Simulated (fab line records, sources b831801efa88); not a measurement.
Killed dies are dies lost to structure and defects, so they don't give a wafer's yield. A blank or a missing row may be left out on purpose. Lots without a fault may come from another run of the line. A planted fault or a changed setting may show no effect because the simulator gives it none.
A struck lot beside a sound one | flow sky130 | 17 steps out of a route of 708
Sound: wafers L157.3, L157.4, L157.5. Struck: wafer L175.4. (L175.2, L175.3 of the same lot were not struck and are left out.) The cause comes at the end.
At each step with rows: each side's tool, then ch and its chambers, then its first start. Under that, the readings that differ: sound wafers | struck wafers | difference of the means | sigmas: that difference in standard deviations of wafers without a fault.
alike: readings whose means differ by less than 2 such deviations, and words and numbers that are the same on both sides. not compared: withheld readings, readings that some wafer has no value for, bounds like >300 that may hide the same value, and numbers for which the record gives no deviation and whose values overlap.
The two part at a step that has a row with sigmas, a row that says differs or no value, or rows on one side only. Numbers that don't overlap but have no deviation are shown without sigmas and don't part them. A reading that every wafer of one side lacks parts them only if that side has two wafers or more.

first, 3 steps without rows for these wafers: SKY_LI_CONTACT_EXPOSE_09 (exposes mask LICM1, target cd 170 nm); SKY_LI_CONTACT_PEB_10; SKY_LI_CONTACT_DEVELOP_11 (develop time 60 s).
SKY_LI_CONTACT_CD_MEAS_12: target cd 170 nm.
  sound on cd_sem-01, day 29 00:28; struck on cd_sem-02, day 35 05:17
  alike: cd_nm
SKY_LI_CONTACT_OVL_MEAS_13:
  sound on overlay-01, day 29 00:34; struck on overlay-01, day 35 05:23
  alike: LI_CONTACT_OVL
SKY_LI_CONTACT_ETCH_14: etches BARC in N2/H2, stops on SiO2, time 45.9 s, target depth 60 nm.
  sound on rie_diel-01 ch 0,2, day 29 00:35; struck on rie_diel-02 ch 3, day 35 05:25
  alike: drypump_motor_current_A, oes_product_au, throttle_valve_pct
  not compared: rf_hours_counter_h
SKY_LI_CONTACT_ETCH_15: etches PSG in C4F8/O2/Ar, stops on Si, target depth 600 nm.
  sound on rie_diel-01 ch 0,2, day 29 00:38; struck on rie_diel-02 ch 3, day 35 05:28
  alike: oes_product_au
SKY_LI_CONTACT_STRIP_16: strips in O2/N2.
  sound on plasma_asher-02 ch 0,1, day 29 00:45; struck on plasma_asher-03 ch 1, day 35 05:32
  reading                     | sound       | struck | difference | sigmas
  drypump_motor_current_A (A) | 4.8 5.0 5.1 | 6.7    | +1.7       | +2
  alike: o2_flow_sccm, oes_product_au, strip_time_to_endpoint_s
  not compared: rf_hours_counter_h
then, 3 steps without rows for these wafers: SKY_LI_CONTACT_CLEAN_17 (cleans in NMP, time 600 s); SKY_LI_CONTACT_PRE_CLEAN_18 (time 5.6 s); SKY_LI_CONTACT_SPUTTER_19 (material Ti, target thk 20 nm, time 106.37 s).
SKY_LI_CONTACT_SPUTTER_20: material TiN, target thk 20 nm, time 80 s.
  sound on pvd_sputter-01, day 29 01:05; struck on pvd_sputter-01, day 35 05:55
  alike: throttle_valve_pct
SKY_LI_CONTACT_CVD_21: deposits W, target thk 400 nm, time 120.56 s.
  sound on cvd_w-01 ch 0,1, day 29 01:11; struck on cvd_w-01 ch 0, day 35 05:58
  reading                                  | sound             | struck | difference | sigmas
  chamber_pressure_Torr (Torr)             | 39.87 39.97 39.91 | 49.94  | +10.02     | +99 or more
  model.W_of_LI_CONTACT_CVD_21.thk_nm (nm) | 395.7 395.4 393.5 | 441.9  | +47.0      |
  alike: heater_power_w
SKY_LI_CONTACT_RS_MEAS_22: measures by four-point-probe.
  sound on film_metro-01, day 29 01:19; struck on film_metro-01, day 35 06:07
  reading                  | sound             | struck | difference | sigmas
  LI_CONTACT_W_RS (ohm/sq) | 0.288 0.288 0.289 | 0.258  | -0.030     | -5
SKY_LI_CONTACT_THK_MEAS_23: measures by xrf.
  sound on film_metro-01, day 29 01:25; struck on film_metro-01, day 35 06:14
  reading               | sound       | struck | difference | sigmas
  LI_CONTACT_W_THK (nm) | 376 377 374 | 423    | +47        | +5
SKY_LI_CONTACT_CMP_24: polishes, stops on PSG, t overpolish 20 s, target thk 0 nm.
  sound on cmp-01 ch 1,2, day 29 01:27; struck on cmp-02 ch 2, day 35 06:17
  reading                | sound             | struck | difference | sigmas
  platen_rpm (rpm)       | 60.03 60.08 60.04 | 59.95  | -0.10      | -2
  time_to_endpoint_s (s) | 92 101 97         | 115    | +18        | +4
  alike: edge_zone_pressure_frac, motor_current_A
-- the record jumps here: 15 days lie between the struck wafers' starts before and after (it left off in module LI_CONTACT and takes up again in module PAD_OPEN, whose first step shown is number 708 of the route) --
SKY_PAD_OPEN_PROBE_99:
  the record has rows for the struck wafers here (prober-01, day 50 01:40) and none for the sound ones

WHERE THEY PART
First at SKY_LI_CONTACT_STRIP_16; last, within this record, at SKY_PAD_OPEN_PROBE_99.

WHY: what the simulator had put in
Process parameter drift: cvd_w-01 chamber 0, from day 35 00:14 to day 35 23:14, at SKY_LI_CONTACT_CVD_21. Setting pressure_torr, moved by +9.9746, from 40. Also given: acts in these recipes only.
